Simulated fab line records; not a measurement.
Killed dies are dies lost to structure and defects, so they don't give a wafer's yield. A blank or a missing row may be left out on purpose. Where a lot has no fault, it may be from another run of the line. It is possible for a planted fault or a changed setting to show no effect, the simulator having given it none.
fab line records | flow gf180mcu
record: lots: 13 wafers: 39 lastDay: 34
route steps=602 shown HV_LDD@222 PSD@261 NSD@262 CONTACT@291
lots untouched by any fault: they come from a run of this same line in which no faults occurred
startH: hours from the record's first day to the start of the lot's first wafer shown | waitH: time in hours since the lot's previous step | " same as the row above | L1.1+2: one row covering several wafers at once | - value missing, or start not given | * or withheld: withheld | < > ~ a bound
route shown NAME@n: names a module that has steps shown in the file, with the first one's number in the route | usual: mean and standard deviation over wafers with no fault | same: alike in all rows | chamber/n: place in a boat | sites: readings site by site | _std_site: how widely they spread, as a standard deviation | _edge_site: the outer-site mean with the inner-site mean subtracted | radiusMm: how far each site lies from the wafer's centre | mask NAME#n: copy n | behind: the most recent tool/chamber to have shaped the wafer | hold: why the lot was held/for how many hours/how that ended | device: which transistor (n, p or np) failed to switch | end of line: the same wafers' tests at the end of the route | for a step that has no rows: nothing shown but its recipe | killed: dies that structure and defects cost at the first sort, which is not the same as the wafer's yield | map: a wafer's dies, marking killed ones x, the rest . and places with no die _
set.NAME: the setting that was run; set.NAME@STEP: the one run at that earlier step | model.NAME: the simulator's own value behind a step, which no gauge read
one table for each step of the route and one row for each wafer, over a sample of lots
services: from which hour (startH, from the record's first day; less than 0 if before it) a tool's chamber was out of use, for how many hours, and why
== steps ==
step: GF_HV_LDD_CD_MEAS_46
recipe: targetCdNm: 400
usual: cdNm: 399.5/2.3
columns lot.wafer tool chamber startH waitH cdNm
L585.2 cdSem-02 - 280.50 0.1 396.9
L585.3 " - " " 396.4
L585.5 " - " " 398.6
L586.1 cdSem-02 - 289.56 0.1 398.0
L586.2 " - " " 397.7
L586.3 " - " " 395.9
L587.1 cdSem-02 - 292.42 0.1 402.5
L587.3 " - " " 401.4
L587.6 " - " " 399.6
L589.2 cdSem-02 - 309.48 0.1 403.0
L589.3 " - " " 403.4
L589.6 " - " " 402.3
L590.3 cdSem-01 - 317.47 0.1 400.4
L590.5 " - " " 399.7
L590.6 " - " " 400.2
L592.3 cdSem-02 - 327.30 0.1 399.7
L592.4 " - " " 399.0
L592.6 " - " " 400.0
L596.1 cdSem-01 - 363.76 0.1 398.9
L596.5 " - " " 400.3
L596.6 " - " " 401.9
L601.1 cdSem-02 - 399.82 0.1 396.3
L601.3 " - " " 398.0
L601.4 " - " " 398.4
L602.1 cdSem-02 - 408.98 0.1 397.4
L602.4 " - " " 401.4
L602.5 " - " " 399.2
L603.4 cdSem-02 - 415.68 0.1 396.9
L603.5 " - " " 398.1
L603.6 " - " " 398.5
L604.2 cdSem-02 - 429.38 0.1 402.6
L604.3 " - " " 399.3
L604.6 " - " " 399.0
L606.1 cdSem-01 - 440.92 0.1 402.0
L606.3 " - " " 400.6
L606.6 " - " " 402.1
L607.1 cdSem-01 - 448.67 0.1 400.4
L607.3 " - " " 401.1
L607.4 " - " " 400.2
step: GF_HV_LDD_OVL_MEAS_47
usual: HV_LDD_03_OVL: -0.4/1.3
columns lot.wafer tool chamber startH waitH HV_LDD_03_OVL[nm]
L585.2 overlay-01 - 280.60 0.1 1.5
L585.3 " - " " 1.5
L585.5 " - " " -0.2
L586.1 overlay-01 - 289.68 0.1 -2.6
L586.2 " - " " -1.8
L586.3 " - " " -1.9
L587.1 overlay-02 - 292.54 0.1 0.8
L587.3 " - " " 0.2
L587.6 " - " " 1.3
L589.2 overlay-02 - 309.59 0.1 0.5
L589.3 " - " " -1.3
L589.6 " - " " -2.2
L590.3 overlay-02 - 317.56 0.1 1.3
L590.5 " - " " -1.4
L590.6 " - " " 1.3
L592.3 overlay-01 - 327.39 0.1 -2.9
L592.4 " - " " -0.1
L592.6 " - " " -0.4
L596.1 overlay-02 - 363.88 0.1 0.8
L596.5 " - " " -0.8
L596.6 " - " " 0.1
L601.1 overlay-01 - 399.94 0.1 -1.4
L601.3 " - " " -1.0
L601.4 " - " " -0.3
L602.1 overlay-01 - 409.10 0.1 -1.1
L602.4 " - " " 0.1
L602.5 " - " " 1.1
L603.4 overlay-02 - 415.76 0.1 -2.3
L603.5 " - " " -0.4
L603.6 " - " " -0.7
L604.2 overlay-02 - 429.49 0.1 1.6
L604.3 " - " " 1.4
L604.6 " - " " 0.3
L606.1 overlay-02 - 441.04 0.1 2.4
L606.3 " - " " 0.8
L606.6 " - " " 1.1
L607.1 overlay-01 - 448.79 0.1 1.8
L607.3 " - " " 1.8
L607.4 " - " " -0.3
step: GF_PSD_RTA_13
recipe: tempC: 1025 timeS: 20 ambient: N2
usual: lampPowerPct: 35.9/1 runLengthS: 49.2/0.51 wafer_temp_C_max: 1031.6/1.6
columns lot.wafer tool chamber startH waitH lampPowerPct runLengthS wafer_temp_C_max
L585.2 rtpAnneal-02 0 326.45 0.0 34.9 49.1 1031.1
L585.3 " 0 " " 34.8 49.1 1031.9
L585.5 " 0 " " 34.8 48.9 1034.4
L586.1 rtpAnneal-01 0 334.97 0.0 36.9 51.3 1030.3
L586.2 " 0 " " 36.9 51.6 1030.4
L586.3 " 0 " " 36.8 51.3 1030.1
L587.1 rtpAnneal-02 0 337.94 0.0 34.8 49.0 1032.8
L587.3 " 0 " " 34.8 48.7 1031.8
L587.6 " 0 " " 34.8 48.8 1032.4
L589.2 rtpAnneal-02 0 356.00 0.0 34.8 49.0 1032.7
L589.3 " 0 " " 34.8 49.2 1034.0
L589.6 " 0 " " 34.9 48.8 1033.6
L590.3 rtpAnneal-02 0 364.37 0.0 34.8 67.7 1031.5
L590.5 " 0 " " 34.9 67.7 1031.6
L590.6 " 0 " " 34.8 67.8 1032.3
L592.3 rtpAnneal-02 0 375.12 0.0 34.9 67.7 1031.6
L592.4 " 0 " " 34.9 67.8 1031.8
L592.6 " 0 " " 34.9 68.1 1032.7
L596.1 rtpAnneal-01 0 414.07 0.0 36.8 49.3 1029.1
L596.5 " 0 " " 36.9 49.4 1031.5
L596.6 " 0 " " 36.9 49.1 1029.5
L601.1 rtpAnneal-01 0 452.32 0.0 36.9 49.3 1030.1
L601.3 " 0 " " 36.9 49.3 1028.8
L601.4 " 0 " " 36.9 49.3 1030.2
L602.1 rtpAnneal-02 0 462.19 0.0 34.8 49.0 1032.0
L602.4 " 0 " " 34.9 48.9 1032.2
L602.5 " 0 " " 34.9 49.2 1030.4
L603.4 rtpAnneal-02 0 467.81 0.0 34.9 49.1 1030.6
L603.5 " 0 " " 34.9 49.1 1031.9
L603.6 " 0 " " 34.9 49.0 1031.2
L604.2 rtpAnneal-01 0 481.36 0.0 36.8 49.1 1029.9
L604.3 " 0 " " 36.8 49.0 1029.6
L604.6 " 0 " " 36.8 49.7 1030.4
L606.1 rtpAnneal-01 0 493.22 0.0 36.9 49.0 1031.5
L606.3 " 0 " " 36.9 49.1 1031.2
L606.6 " 0 " " 36.9 49.6 1030.0
L607.1 rtpAnneal-01 0 500.44 0.0 36.8 49.3 1030.9
L607.3 " 0 " " 36.9 49.2 1030.5
L607.4 " 0 " " 36.9 49.3 1031.0
step: GF_PSD_RS_MEAS_14
recipe: thkMeasGauge: four-point-probe
usual: NSD_RS: 46.15/0.082
columns lot.wafer tool chamber startH waitH NSD_RS[ohm/sq]
L585.2 filmMetro-01 - 326.54 0.1 46.00
L585.3 " - " " 45.93
L585.5 " - " " 46.12
L586.1 filmMetro-04 - 335.14 0.1 46.15
L586.2 " - " " 46.19
L586.3 " - " " 46.25
L587.1 filmMetro-04 - 338.03 0.1 46.18
L587.3 " - " " 46.18
L587.6 " - " " 46.09
L589.2 filmMetro-04 - 356.09 0.1 46.12
L589.3 " - " " 46.12
L589.6 " - " " 46.33
L590.3 filmMetro-02 - 364.46 0.1 42.53
L590.5 " - " " 42.61
L590.6 " - " " 42.53
L592.3 filmMetro-04 - 375.22 0.1 42.52
L592.4 " - " " 42.68
L592.6 " - " " 42.66
L596.1 filmMetro-01 - 414.15 0.1 46.22
L596.5 " - " " 46.31
L596.6 " - " " 46.25
L601.1 filmMetro-01 - 452.41 0.1 46.14
L601.3 " - " " 46.22
L601.4 " - " " 46.21
L602.1 filmMetro-02 - 462.27 0.1 46.14
L602.4 " - " " 46.08
L602.5 " - " " 46.23
L603.4 filmMetro-04 - 467.91 0.1 46.15
L603.5 " - " " 46.19
L603.6 " - " " 46.05
L604.2 filmMetro-02 - 481.45 0.1 46.18
L604.3 " - " " 46.05
L604.6 " - " " 46.09
L606.1 filmMetro-01 - 493.30 0.1 46.21
L606.3 " - " " 46.15
L606.6 " - " " 46.19
L607.1 filmMetro-01 - 500.52 0.1 46.14
L607.3 " - " " 46.20
L607.4 " - " " 46.17
step: GF_PSD_RS_MEAS_15
recipe: thkMeasGauge: four-point-probe
usual: PSD_RS: 108.57/0.23
columns lot.wafer tool chamber startH waitH PSD_RS[ohm/sq]
L585.2 filmMetro-01 - 326.66 0.1 108.49
L585.3 " - " " 108.16
L585.5 " - " " 108.24
L586.1 filmMetro-04 - 335.26 0.1 108.54
L586.2 " - " " 108.67
L586.3 " - " " 108.92
L587.1 filmMetro-04 - 338.15 0.1 108.29
L587.3 " - " " 108.84
L587.6 " - " " 108.85
L589.2 filmMetro-04 - 356.21 0.1 108.46
L589.3 " - " " 108.45
L589.6 " - " " 108.75
L590.3 filmMetro-02 - 364.58 0.1 102.20
L590.5 " - " " 101.89
L590.6 " - " " 102.01
L592.3 filmMetro-04 - 375.34 0.1 101.94
L592.4 " - " " 102.16
L592.6 " - " " 102.18
L596.1 filmMetro-01 - 414.27 0.1 108.67
L596.5 " - " " 108.63
L596.6 " - " " 108.73
L601.1 filmMetro-01 - 452.53 0.1 108.33
L601.3 " - " " 108.28
L601.4 " - " " 108.56
L602.1 filmMetro-02 - 462.39 0.1 108.64
L602.4 " - " " 108.68
L602.5 " - " " 108.85
L603.4 filmMetro-04 - 468.03 0.1 108.52
L603.5 " - " " 108.56
L603.6 " - " " 108.73
L604.2 filmMetro-02 - 481.57 0.1 108.94
L604.3 " - " " 108.53
L604.6 " - " " 108.26
L606.1 filmMetro-01 - 493.42 0.1 108.92
L606.3 " - " " 108.63
L606.6 " - " " 108.49
L607.1 filmMetro-01 - 500.64 0.1 108.70
L607.3 " - " " 108.70
L607.4 " - " " 108.67
step: GF_CONTACT_CMP_04
recipe: material: SiO2 downForcePsi: 4 platenRpm: 60 padVelocityMS: 0.94248
usual: motorCurrentA: 12.1/0.81 timeToEndpointS: 116/6.7
columns lot.wafer tool chamber startH waitH motorCurrentA timeToEndpointS
L585.2 cmp-02 1 348.94 0.0 13.4 107
L585.3 " 2 " " 12.4 114
L585.5 " 1 " " 12.7 111
L586.2 cmp-02 0 358.38 0.0 11.6 113
L586.1 " 1 " " 12.6 122
L586.3 " 2 " " 11.7 125
L587.1 cmp-02 2 361.22 0.1 11.8 114
L587.3 " 3 " " 11.8 101
L587.6 " 3 " " 10.9 108
L589.3 cmp-02 0 379.48 0.1 11.4 117
L589.2 " 1 " " 13.0 112
L589.6 " 2 " " 11.6 124
L590.3 cmp-02 3 388.42 0.0 12.0 107
L590.6 " 3 " " 11.4 109
L590.5 " 0 " " 11.3 109
L592.3 cmp-01 0 399.25 0.1 10.7 111
L592.4 " 2 " " 13.5 110
L592.6 " 3 " " 12.7 129
L596.1 cmp-02 2 439.67 0.1 11.8 113
L596.6 " 2 " " 12.4 122
L596.5 " 3 " " 11.8 115
L601.1 cmp-02 2 477.91 0.1 11.9 123
L601.3 " 3 " " 11.8 111
L601.4 " 0 " " 11.6 113
L602.4 cmp-01 1 487.25 0.0 11.7 120
L602.1 " 3 " " 12.8 122
L602.5 " 2 " " 13.9 122
L603.4 cmp-02 0 493.15 0.1 11.8 118
L603.5 " 2 " " 12.9 124
L603.6 " 3 " " 11.9 112
L604.2 cmp-02 0 506.65 0.1 11.2 128
L604.3 " 1 " " 12.5 119
L604.6 " 0 " " 11.6 126
L606.1 cmp-02 0 518.09 0.1 11.0 124
L606.3 " 1 " " 12.5 117
L606.6 " 1 " " 12.7 127
L607.1 cmp-01 0 524.98 0.1 11.3 122
L607.4 " 1 " " 11.3 124
L607.3 " 3 " " 12.6 122
== services ==
columns tool chamber startH hours kind
cmp-02 - 305.16 1.8 repair
cmp-02 - 367.45 0.3 repair
rtpAnneal-01 - 373.64 2.4 pm
cmp-01 - 376.26 18.0 repair
cmp-02 - 395.84 6.0 pm
cmp-02 - 404.00 4.0 pm
cmp-02 - 408.00 - consumableReplace:conditioner
cmp-02 - 408.00 - consumableReplace:pad
cmp-01 - 438.18 3.4 pm
cmp-01 - 458.61 1.6 repair
cmp-02 - 460.99 3.2 repair
cmp-01 - 467.61 1.4 repair
cmp-01 - 474.59 0.4 repair
cmp-01 - 501.15 16.3 pm
cmp-01 - 517.41 4.2 pm
== key ==
firstSign: step: GF_PSD_RTA_13 reading: runLengthS direction: up sigmas: 36 usual: * struck: *
effect: step: GF_PSD_RS_MEAS_14 reading: NSD_RS direction: down sigmas: 43 usual: 46.15 struck: 42.59
effect: step: GF_PSD_RS_MEAS_15 reading: PSD_RS direction: down sigmas: 28 usual: 108.57 struck: 102.06
metAt GF_PSD_RTA_13
struckLots L590,L592
testerLeftOut L590,L592
notActingAt GF_HV_LDD_CD_MEAS_46,GF_HV_LDD_OVL_MEAS_47,GF_CONTACT_CMP_04
onsetBetween 356.00 364.37
fault: kind: processParameterDrift tool: rtpAnneal-02 chamber: - onsetH: 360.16 steps: GF_PSD_RTA_13 channel: timeS offset: * shape: step endH: 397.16 actsIn: * stated: *
testerLeftOut: of these lots the tester's yield and bins aren't shown, on N5 and GAA mostly nor the transistor test; their killed dies are dies lost to structure and defects alone, not to doping, threshold or leakage, so they don't give the yield
